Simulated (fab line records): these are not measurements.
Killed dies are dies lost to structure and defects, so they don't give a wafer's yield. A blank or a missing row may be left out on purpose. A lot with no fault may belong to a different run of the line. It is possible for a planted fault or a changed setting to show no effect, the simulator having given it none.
fab line records	flow gf180mcu
record lots=13	wafers=39	last_day=34
route steps=602 shown VT_IMPLANT@94 DUAL_GATE@154 SALICIDE@283 CONTACT@292
lots that met no fault: from a run of the same line without faults
start_h: hours from the record's first day to the start of the lot's first wafer shown	wait_h: hours since the lot's step before	" identical to the entry in the row above	L1.1+2: a row that stands for several wafers	- either no value or no given start	* or withheld: withheld	< > ~ a bound
route shown NAME@n: names a module that has steps shown in the file, with the first one's number in the route	usual: average and standard deviation across the fault-free wafers	same: alike in all rows	chamber/n: place in a boat	sites: per-site readings	_std_site: how widely they spread, as a standard deviation	_edge_site: the outer-site mean with the inner-site mean subtracted	radius_mm: how far each site lies from the wafer's centre	mask NAME#n: copy n	behind: the most recent tool/chamber to have shaped the wafer	hold: cause of the lot's hold/its duration in hours/its outcome	device: the transistor (n, p or np) that didn't switch	end of line: tests run on the same wafers once the route is complete	a step with no rows: only its recipe	killed: at the first sort, the dies lost to defects and structure; wafer yield is something else	map: a wafer's dies, x killed, . not, _ none there
set.NAME: the setting as run; set.NAME@STEP: as run at that earlier step	model.NAME: the simulator's own value behind a step, which no gauge read
route steps across a sampled set of lots; one table per step, one row per wafer
services: when a tool's chamber went out of use (start_h, in hours from the record's first day, below 0 if earlier), for how many hours, and the reason
## steps
# step GF_VT_IMPLANT_EXPOSE_04
# recipe mask_id=LVPWELL_LV_AREA	target_cd_nm=600	na=0.6	source_shape=conventional	sigma_outer=0.6	dose_mj=140
lot.wafer	tool	chamber	start_h	wait_h	mask
L317.3+5+6	iline_stepper-01	0	103.69	-	LVPWELL_LV_AREA#0
L318.1+2+3	iline_stepper-01	0	109.49	-	LVPWELL_LV_AREA#0
L319.1+2+3	iline_stepper-01	0	116.09	-	LVPWELL_LV_AREA#0
L320.1+5+6	iline_stepper-02	0	122.21	-	LVPWELL_LV_AREA#0
L321.1+2+4	iline_stepper-02	0	127.49	-	LVPWELL_LV_AREA#0
L324.1+2+6	iline_stepper-02	0	146.89	-	LVPWELL_LV_AREA#0
L325.1+5+6	iline_stepper-02	0	152.64	-	LVPWELL_LV_AREA#0
L328.2+3+5	iline_stepper-02	0	169.65	-	LVPWELL_LV_AREA#0
L330.4+5+6	iline_stepper-01	0	184.39	-	LVPWELL_LV_AREA#0
L332.2+5+6	iline_stepper-01	0	197.78	-	LVPWELL_LV_AREA#0
L334.1+4+5	iline_stepper-01	0	210.48	-	LVPWELL_LV_AREA#0
L337.1+5+6	iline_stepper-01	0	225.33	-	LVPWELL_LV_AREA#0
L338.3+5+6	iline_stepper-01	0	230.12	-	LVPWELL_LV_AREA#0
# step GF_VT_IMPLANT_OVL_MEAS_07
# usual VT_IMPLANT_OVL=-0.1/1.5
lot.wafer	tool	chamber	start_h	wait_h	VT_IMPLANT_OVL[nm]
L317.3	overlay-01	-	110.80	0.1	1.6
L317.5	"	-	"	"	2.1
L317.6	"	-	"	"	0.8
L318.1	overlay-01	-	116.72	0.1	0.8
L318.2	"	-	"	"	-0.9
L318.3	"	-	"	"	0.0
L319.1	overlay-01	-	122.99	0.1	-0.2
L319.2	"	-	"	"	-1.6
L319.3	"	-	"	"	-0.1
L320.1	overlay-01	-	129.84	0.1	-1.1
L320.5	"	-	"	"	-1.7
L320.6	"	-	"	"	0.2
L321.1	overlay-02	-	134.59	0.1	-1.3
L321.2	"	-	"	"	0.3
L321.4	"	-	"	"	0.4
L324.1	overlay-01	-	154.58	0.1	-94.9
L324.2	"	-	"	"	-96.4
L324.6	"	-	"	"	-97.1
L325.1	overlay-01	-	159.83	0.1	-94.5
L325.5	"	-	"	"	-96.1
L325.6	"	-	"	"	-97.7
L328.2	overlay-01	-	176.49	0.1	-97.5
L328.3	"	-	"	"	-98.0
L328.5	"	-	"	"	-98.6
L330.4	overlay-02	-	191.47	0.1	0.5
L330.5	"	-	"	"	0.5
L330.6	"	-	"	"	-1.4
L332.2	overlay-01	-	205.84	0.1	1.8
L332.5	"	-	"	"	-0.5
L332.6	"	-	"	"	-0.6
L334.1	overlay-02	-	218.88	0.1	-1.6
L334.4	"	-	"	"	-1.6
L334.5	"	-	"	"	-1.9
L337.1	overlay-01	-	233.75	0.1	-0.3
L337.5	"	-	"	"	-0.6
L337.6	"	-	"	"	-1.0
L338.3	overlay-02	-	238.20	0.1	-1.4
L338.5	"	-	"	"	1.9
L338.6	"	-	"	"	0.5
# step GF_DUAL_GATE_STRIP_13
# recipe chemistry=O2/N2	power_w=1400	pressure_mtorr=1500	platen_temp_c=250	o2_flow_sccm=3000	n2_flow_sccm=300	overash_fraction=0.5
# usual drypump_motor_current_A=5.6/0.39	heater_power_w=355/36	oes_product_au=0.715/0.0046	strip_time_to_endpoint_s=12.65/0.036
lot.wafer	tool	chamber	start_h	wait_h	drypump_motor_current_A	heater_power_w	oes_product_au	rf_hours_counter_h	strip_time_to_endpoint_s
L317.3	plasma_asher-02	1	177.91	0.0	5.4	361	0.714	-	12.66
L317.5	"	0	"	"	5.2	326	0.719	-	12.63
L317.6	"	1	"	"	5.4	357	0.715	-	12.66
L318.1	plasma_asher-03	1	186.77	0.0	5.6	407	0.723	51	12.62
L318.2	"	0	"	"	6.4	377	0.717	51	12.62
L318.3	"	0	"	"	6.4	372	0.720	-	12.59
L319.1	plasma_asher-02	0	194.38	0.0	5.2	320	0.716	8	12.64
L319.2	"	1	"	"	5.4	353	0.717	8	12.63
L319.3	"	0	"	"	5.1	324	0.718	-	12.67
L320.1	plasma_asher-04	1	202.61	0.0	5.4	297	0.706	39	12.65
L320.5	"	0	"	"	5.7	364	0.713	-	12.62
L320.6	"	1	"	"	5.4	301	0.707	-	12.65
L321.1	plasma_asher-03	0	202.83	0.0	6.4	377	0.721	52	12.62
L321.2	"	1	"	"	5.6	393	0.714	52	12.60
L321.4	"	0	"	"	6.4	383	0.715	-	12.65
L324.1	plasma_asher-03	1	227.52	0.0	5.6	401	0.712	55	12.68
L324.2	"	0	"	"	6.4	387	0.719	55	12.65
L324.6	"	0	"	"	6.4	377	0.709	-	12.69
L325.1	plasma_asher-04	1	227.90	0.0	5.4	305	0.714	41	12.62
L325.5	"	0	"	"	5.7	370	0.721	-	12.62
L325.6	"	1	"	"	5.4	299	0.712	-	12.61
L328.2	plasma_asher-04	0	250.28	0.0	5.7	378	0.717	44	12.64
L328.3	"	1	"	"	5.4	298	0.724	-	12.64
L328.5	"	1	"	"	5.4	302	0.708	-	12.59
L330.4	plasma_asher-02	1	264.79	0.0	5.4	354	0.713	-	12.69
L330.5	"	0	"	"	5.1	331	0.716	-	12.73
L330.6	"	1	"	"	5.4	350	0.712	-	12.71
L332.2	plasma_asher-02	0	277.51	0.0	5.2	322	0.703	16	12.62
L332.5	"	1	"	"	5.4	356	0.713	-	12.66
L332.6	"	0	"	"	5.2	327	0.713	-	12.66
L334.1	plasma_asher-02	0	297.40	0.0	5.1	327	0.713	17	12.63
L334.4	"	0	"	"	5.1	324	0.718	-	12.66
L334.5	"	1	"	"	5.4	356	0.716	-	12.63
L337.1	plasma_asher-04	1	315.07	0.0	5.4	298	0.716	50	12.61
L337.5	"	0	"	"	5.7	374	0.713	-	12.61
L337.6	"	1	"	"	5.4	298	0.717	-	12.58
L338.3	plasma_asher-03	1	318.48	0.0	5.6	402	0.712	-	12.61
L338.5	"	0	"	"	6.4	378	0.712	-	12.59
L338.6	"	1	"	"	5.6	407	0.717	-	12.61
# step GF_SALICIDE_THK_MEAS_05
# recipe thk_meas_gauge=xrf	reads=TiN_of_SALICIDE_SPUTTER_03
# usual SALICIDE_TIN_THK=19.98/0.27
lot.wafer	tool	chamber	start_h	wait_h	SALICIDE_TIN_THK[nm]
L317.3	film_metro-03	-	344.92	0.1	19.84
L317.5	"	-	"	"	20.05
L317.6	"	-	"	"	20.07
L318.1	film_metro-02	-	358.76	0.1	19.59
L318.2	"	-	"	"	19.83
L318.3	"	-	"	"	19.60
L319.1	film_metro-02	-	370.68	0.1	19.94
L319.2	"	-	"	"	19.78
L319.3	"	-	"	"	20.03
L320.1	film_metro-02	-	382.30	0.1	19.73
L320.5	"	-	"	"	19.99
L320.6	"	-	"	"	19.75
L321.1	film_metro-02	-	383.50	0.1	19.94
L321.2	"	-	"	"	19.97
L321.4	"	-	"	"	19.77
L325.1	film_metro-03	-	409.00	0.1	20.12
L325.5	"	-	"	"	19.97
L325.6	"	-	"	"	20.30
L324.1	film_metro-03	-	409.18	0.1	19.92
L324.2	"	-	"	"	19.78
L324.6	"	-	"	"	19.82
L328.2	film_metro-02	-	438.50	0.1	20.05
L328.3	"	-	"	"	20.29
L328.5	"	-	"	"	20.41
L330.4	film_metro-03	-	452.65	0.1	20.43
L330.5	"	-	"	"	20.05
L330.6	"	-	"	"	20.28
L332.2	film_metro-01	-	472.56	0.1	19.92
L332.5	"	-	"	"	20.23
L332.6	"	-	"	"	20.23
L334.1	film_metro-02	-	489.60	0.1	19.80
L334.4	"	-	"	"	20.02
L334.5	"	-	"	"	20.02
L337.1	film_metro-01	-	511.22	0.1	20.01
L337.5	"	-	"	"	20.12
L337.6	"	-	"	"	20.28
L338.3	film_metro-01	-	513.69	0.1	19.87
L338.5	"	-	"	"	19.98
L338.6	"	-	"	"	20.09
# step GF_CONTACT_BOW_MEAS_05
# recipe mode=bow
# usual CONTACT_BOW=68/6.8
lot.wafer	tool	chamber	start_h	wait_h	CONTACT_BOW[um]
L317.3	film_metro-02	-	345.82	0.1	63
L317.5	"	-	"	"	69
L317.6	"	-	"	"	76
L318.1	film_metro-02	-	359.64	0.1	68
L318.2	"	-	"	"	60
L318.3	"	-	"	"	67
L319.1	film_metro-04	-	371.58	0.1	75
L319.2	"	-	"	"	64
L319.3	"	-	"	"	78
L320.1	film_metro-01	-	383.19	0.2	73
L320.5	"	-	"	"	75
L320.6	"	-	"	"	72
L321.1	film_metro-01	-	384.39	0.1	57
L321.2	"	-	"	"	67
L321.4	"	-	"	"	44
L325.1	film_metro-02	-	409.88	0.1	68
L325.5	"	-	"	"	68
L325.6	"	-	"	"	61
L324.1	film_metro-04	-	410.18	0.1	75
L324.2	"	-	"	"	63
L324.6	"	-	"	"	61
L328.2	film_metro-01	-	439.69	0.2	65
L328.3	"	-	"	"	57
L328.5	"	-	"	"	78
L330.4	film_metro-01	-	453.57	0.3	58
L330.5	"	-	"	"	66
L330.6	"	-	"	"	70
L332.2	film_metro-02	-	473.46	0.2	65
L332.5	"	-	"	"	63
L332.6	"	-	"	"	66
L334.1	film_metro-02	-	490.48	0.1	62
L334.4	"	-	"	"	70
L334.5	"	-	"	"	64
L337.1	film_metro-02	-	512.11	0.1	74
L337.5	"	-	"	"	56
L337.6	"	-	"	"	65
L338.3	film_metro-02	-	514.69	0.2	66
L338.5	"	-	"	"	57
L338.6	"	-	"	"	64
## services
tool	chamber	start_h	hours	kind
plasma_asher-04	-	99.81	8.4	repair
iline_stepper-02	0	103.23	-	calibration
plasma_asher-02	-	108.75	9.0	pm
plasma_asher-02	0	108.75	9.0	vent_cycle
plasma_asher-02	1	108.75	9.0	vent_cycle
plasma_asher-02	0	117.75	-	clean
plasma_asher-02	1	117.75	-	clean
plasma_asher-03	-	158.35	2.8	pm
iline_stepper-02	-	182.40	4.7	repair
iline_stepper-01	-	188.19	8.9	pm
plasma_asher-02	-	189.13	3.6	repair
iline_stepper-02	-	201.05	31.8	repair
iline_stepper-01	-	227.65	2.1	pm
iline_stepper-01	-	229.73	-	consumable_replace:lamp
plasma_asher-04	-	232.56	1.4	repair
iline_stepper-02	-	232.84	1.7	pm
plasma_asher-02	-	236.62	6.8	repair
plasma_asher-02	-	237.89	1.0	repair
iline_stepper-01	0	241.17	-	calibration
iline_stepper-01	-	258.96	1.7	pm
plasma_asher-02	-	300.93	0.8	repair
iline_stepper-01	-	307.61	1.6	repair
iline_stepper-01	-	317.50	7.4	repair
iline_stepper-02	0	318.15	-	calibration
## key
first_sign step=GF_VT_IMPLANT_OVL_MEAS_07	reading=VT_IMPLANT_OVL	direction=down	sigmas=63	usual=-0.1	struck=-96.8
effect none on later readings
met_at GF_VT_IMPLANT_EXPOSE_04
struck_lots L324,L325,L328
tester_left_out L324,L325,L328
not_acting_at GF_DUAL_GATE_STRIP_13,GF_SALICIDE_THK_MEAS_05,GF_CONTACT_BOW_MEAS_05
onset_between 127.49 146.89
fault kind=scanner_matching_overlay	tool=iline_stepper-02	chamber=-	onset_h=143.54	steps=GF_VT_IMPLANT_EXPOSE_04	offset=-95.159
# tester_left_out: of these lots the tester's yield and bins aren't shown, on N5 and GAA mostly nor the transistor test; their killed dies are dies lost to structure and defects alone, not to doping, threshold or leakage, so they don't give the yield
